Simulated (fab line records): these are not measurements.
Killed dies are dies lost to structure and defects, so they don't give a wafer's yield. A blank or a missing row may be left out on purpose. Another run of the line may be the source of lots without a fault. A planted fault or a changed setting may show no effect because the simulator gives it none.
Which of the tools did it? + flow sky130 + 11 lots, 32 wafers sampled, at 5 steps of a route of 708

WHAT EACH GAUGE READ, for each wafer
The record lacks any reading of a measuring or inspecting step that a usual standard deviation could be used to judge.

WHAT TOOL EACH LOT RAN ON (gives the tool, then ch and the chambers of the sampled wafers, and finally the start)
| lot  | SKY_LOCAL_INTERCONNECT_STRIP_15     | SKY_CONTACT_STRIP_19                | SKY_METAL2_SPUTTER_02       | SKY_VIA2_ETCH_14                  | SKY_PAD_OPEN_PROBE_99   |
|------|-------------------------------------|-------------------------------------|-----------------------------|-----------------------------------|-------------------------|
| L514 | plasmaAsher-04 ch 0,1, day 30 21:43 | plasmaAsher-01 ch 0,1, day 32 02:46 | pvdSputter-02, day 34 11:56 | rieDiel-02 ch 2,3, day 36 18:29   | -                       |
| L516 | plasmaAsher-04 ch 0,1, day 32 00:11 | plasmaAsher-01 ch 0,1, day 33 04:42 | pvdSputter-02, day 35 13:56 | rieDiel-02 ch 0,2,3, day 37 19:08 | -                       |
| L517 | plasmaAsher-02 ch 0,1, day 32 01:59 | plasmaAsher-03 ch 0,1, day 33 05:57 | pvdSputter-01, day 35 14:32 | rieDiel-02 ch 0,1, day 37 21:02   | -                       |
| L521 | plasmaAsher-04 ch 0,1, day 33 07:42 | plasmaAsher-01 ch 0,1, day 34 10:49 | pvdSputter-02, day 36 20:11 | rieDiel-01 ch 2,3, day 39 01:46   | -                       |
| L522 | plasmaAsher-04 ch 0,1, day 33 20:47 | plasmaAsher-01 ch 0,1, day 35 00:59 | pvdSputter-04, day 37 09:04 | rieDiel-01 ch 1,2,3, day 39 13:52 | prober-01, day 48 07:23 |
| L524 | plasmaAsher-02 ch 0,1, day 34 13:42 | plasmaAsher-03 ch 0,1, day 35 17:22 | pvdSputter-04, day 38 02:14 | rieDiel-01 ch 0,2,3, day 40 06:17 | prober-01, day 48 23:25 |
| L525 | plasmaAsher-01 ch 0,1, day 34 23:24 | plasmaAsher-03 ch 0, day 36 02:27   | pvdSputter-01, day 38 10:52 | rieDiel-01 ch 1,3, day 40 13:53   | prober-02, day 49 02:17 |
| L531 | plasmaAsher-04 ch 1, day 36 14:14   | plasmaAsher-01 ch 0,1, day 37 17:43 | pvdSputter-01, day 40 03:14 | rieDiel-04 ch 0,3, day 42 03:41   | -                       |
| L532 | plasmaAsher-02 ch 0,1, day 36 22:42 | plasmaAsher-03 ch 0,1, day 38 02:07 | pvdSputter-02, day 40 09:37 | rieDiel-04 ch 0,1,3, day 42 10:37 | -                       |
| L533 | plasmaAsher-01 ch 0,1, day 37 22:56 | plasmaAsher-03 ch 0, day 39 02:07   | pvdSputter-04, day 41 07:52 | rieDiel-02 ch 1,3, day 43 08:59   | -                       |
| L534 | plasmaAsher-02 ch 0,1, day 37 23:07 | plasmaAsher-02 ch 0,1, day 39 02:13 | pvdSputter-01, day 41 08:19 | rieDiel-01 ch 0,1,2, day 43 09:14 | -                       |
- SKY_LOCAL_INTERCONNECT_STRIP_15: strips in O2/N2.
- SKY_CONTACT_STRIP_19: strips in O2/N2.
- SKY_METAL2_SPUTTER_02: material AlCu, target thk 250 nm, time 13.3 s.
- SKY_VIA2_ETCH_14: etches BARC in N2/H2, stops on SiO2, time 45.9 s, target depth 60 nm.
- SKY_PAD_OPEN_PROBE_99

WHAT THE TOOLS THEMSELVES READ (means of the sampled wafers that have a number; where no wafer has one, the mark that the record gives instead)
SKY_LOCAL_INTERCONNECT_STRIP_15. Usual: drypumpMotorCurrentA 5.7 A, standard deviation 0.36; oesProductAu 0.426 a.u., standard deviation 0.0045; stripTimeToEndpointS 4.723 s, standard deviation 0.021.
| lot  | tool           | drypumpMotorCurrentA (A) | oesProductAu (a.u.) | stripTimeToEndpointS (s) | flag |
|------|----------------|--------------------------|---------------------|--------------------------|------|
| L514 | plasmaAsher-04 | 6.0                      | 0.429               | 4.735                    |      |
| L516 | plasmaAsher-04 | 5.9                      | 0.424               | 4.699                    |      |
| L517 | plasmaAsher-02 | 5.7                      | 0.425               | 4.724                    |      |
| L521 | plasmaAsher-04 | 6.0                      | 0.425               | 4.714                    |      |
| L522 | plasmaAsher-04 | 6.0                      | 0.424               | 4.724                    |      |
| L524 | plasmaAsher-02 | 5.7                      | 0.428               | 4.712                    |      |
| L525 | plasmaAsher-01 | 5.2                      | 0.428               | 4.747                    |      |
| L531 | plasmaAsher-04 | 6.2                      | 0.426               | 4.722                    |      |
| L532 | plasmaAsher-02 | 5.8                      | 0.420               | 4.713                    |      |
| L533 | plasmaAsher-01 | 5.2                      | 0.425               | 4.735                    |      |
| L534 | plasmaAsher-02 | 5.7                      | 0.426               | 4.707                    |      |

SKY_CONTACT_STRIP_19. Usual: drypumpMotorCurrentA 5.3 A, standard deviation 0.33; oesProductAu 0.381 a.u., standard deviation 0.005; stripTimeToEndpointS 3.615 s, standard deviation 0.026.
| lot  | tool           | drypumpMotorCurrentA (A) | oesProductAu (a.u.) | stripTimeToEndpointS (s) | flag |
|------|----------------|--------------------------|---------------------|--------------------------|------|
| L514 | plasmaAsher-01 | 5.3                      | 0.379               | 3.613                    |      |
| L516 | plasmaAsher-01 | 5.3                      | 0.383               | 3.616                    |      |
| L517 | plasmaAsher-03 | 5.0                      | 0.379               | 3.574                    |      |
| L521 | plasmaAsher-01 | 5.2                      | 0.383               | 3.614                    |      |
| L522 | plasmaAsher-01 | 5.3                      | 0.383               | 3.651                    |      |
| L524 | plasmaAsher-03 | 5.1                      | 0.379               | 3.632                    |      |
| L525 | plasmaAsher-03 | 5.2                      | 0.374               | 3.615                    |      |
| L531 | plasmaAsher-01 | 5.3                      | 0.382               | 3.602                    |      |
| L532 | plasmaAsher-03 | 5.1                      | 0.379               | 3.631                    |      |
| L533 | plasmaAsher-03 | 5.3                      | 0.383               | 3.635                    |      |
| L534 | plasmaAsher-02 | 5.7                      | 0.373               | 3.602                    |      |

SKY_METAL2_SPUTTER_02. Usual: cathodeDcPowerW 10600 W, standard deviation 2; throttleValvePct 29.2 %, standard deviation 0.91.
| lot  | tool          | cathodeDcPowerW (W) | throttleValvePct (%) | flag |
|------|---------------|---------------------|----------------------|------|
| L514 | pvdSputter-02 | 10601               | 28.3                 |      |
| L516 | pvdSputter-02 | 10600               | 30.5                 |      |
| L517 | pvdSputter-01 | 10601               | 28.8                 |      |
| L521 | pvdSputter-02 | 10599               | 29.5                 |      |
| L522 | pvdSputter-04 | 10600               | 29.5                 |      |
| L524 | pvdSputter-04 | 10596               | 28.8                 |      |
| L525 | pvdSputter-01 | 10598               | 29.4                 |      |
| L531 | pvdSputter-01 | 10599               | 29.0                 |      |
| L532 | pvdSputter-02 | 10600               | 29.8                 |      |
| L533 | pvdSputter-04 | 10601               | 29.2                 |      |
| L534 | pvdSputter-01 | 10599               | 29.0                 |      |

SKY_VIA2_ETCH_14. Usual: drypumpMotorCurrentA 5.8 A, standard deviation 0.46; oesProductAu 0.855 a.u., standard deviation 0.0049; runLengthS 74.2 s, standard deviation 0.33; throttleValvePct 13.225 %, standard deviation 0.0081.
| lot  | tool       | drypumpMotorCurrentA (A) | oesProductAu (a.u.) | runLengthS (s) | throttleValvePct (%) | flag |
|------|------------|--------------------------|---------------------|----------------|----------------------|------|
| L514 | rieDiel-02 | 5.4                      | 0.856               | 74.1           | 13.228               |      |
| L516 | rieDiel-02 | 5.7                      | 0.854               | 74.1           | 13.232               |      |
| L517 | rieDiel-02 | 5.8                      | 0.855               | 74.5           | 13.224               |      |
| L521 | rieDiel-01 | 5.9                      | 0.857               | 74.0           | 13.229               |      |
| L522 | rieDiel-01 | 6.0                      | 0.853               | 74.1           | 13.224               |      |
| L524 | rieDiel-01 | 5.7                      | 0.899               | 72.0           | 13.236               | OFF  |
| L525 | rieDiel-01 | 6.2                      | 0.920               | 71.4           | 13.229               | OFF  |
| L531 | rieDiel-04 | 5.7                      | 0.860               | 74.2           | 13.227               |      |
| L532 | rieDiel-04 | 5.9                      | 0.854               | 74.0           | 13.227               |      |
| L533 | rieDiel-02 | 5.8                      | 0.859               | 74.1           | 13.221               |      |
| L534 | rieDiel-01 | 5.5                      | 0.856               | 74.2           | 13.219               |      |

SKY_PAD_OPEN_PROBE_99. Usual: defectLimitedYield 82.4 %, standard deviation 2; killed_at_M0_to_M3 44, standard deviation 6.5; killed_at_M4_up 3.3, standard deviation 1.7; killedAtContacts 25, standard deviation 5.3; killedAtFrontEnd 15, standard deviation 5; killedAtOther 0.2, standard deviation 0.47; killedDies 87, standard deviation 9.9; killedOpen 47, standard deviation 8; killedShort 39, standard deviation 6.1; sort_bin_3_pad_short 0.9 %, standard deviation 0.43; sort_bin_5_function 10.4 %, standard deviation 1.5; sort_bin_6_memory 6.2 %, standard deviation 1.2; sortNPass 405, standard deviation 9.9; sortYieldPct 82.4 %, standard deviation 2.
| lot  | tool      | defectLimitedYield (%) | killed_at_M0_to_M3 | killed_at_M4_up | killedAtContacts | killedAtFrontEnd | killedAtOther | killedDies | killedOpen | killedShort | sort_bin_3_pad_short (%) | sort_bin_5_function (%) | sort_bin_6_memory (%) | sortNPass | sortYieldPct (%) | flag |
|------|-----------|------------------------|--------------------|-----------------|------------------|------------------|---------------|------------|------------|-------------|--------------------------|-------------------------|-----------------------|-----------|------------------|------|
| L522 | prober-01 | 82.5                   | 45                 | 3.0             | 27               | 11               | 0.3           | 86         | 48         | 38          | 1.2                      | 10.3                    | 5.9                   | 406       | 82.5             |      |
| L524 | prober-01 | 86.0                   | 33                 | 2.0             | 19               | 15               | 0.0           | 69         | 36         | 33          | 1.0                      | 6.3                     | 6.7                   | 423       | 86.0             |      |
| L525 | prober-02 | 82.1                   | 46                 | 3.5             | 22               | 16               | 0.5           | 88         | 49         | 39          | 0.9                      | 10.1                    | 6.9                   | 404       | 82.1             |      |

THE ANSWER, worked out from the rows above alone
Rule: a lot is off if the mean of its wafers that have a number lies more than 3 standard deviations from the usual mean. Also off: a lot with no number at a reading for which 4 or more lots have one. The other lots that the step has rows for count as sound. Order of review: gauges by route order, followed by the tools' own readings, for which a lot's mean as printed above is used. At the first step where some lot is off, the reading lying furthest off is the one used; lots without a number count as furthest.
Off, at SKY_VIA2_ETCH_14 on oesProductAu: L524, L525.
A tool fits if, at that step or a process step before it, it ran every lot that is off, and no sound lot after the first of them. Of those tried, none fits.

WHAT THE SIMULATOR HAD PUT IN
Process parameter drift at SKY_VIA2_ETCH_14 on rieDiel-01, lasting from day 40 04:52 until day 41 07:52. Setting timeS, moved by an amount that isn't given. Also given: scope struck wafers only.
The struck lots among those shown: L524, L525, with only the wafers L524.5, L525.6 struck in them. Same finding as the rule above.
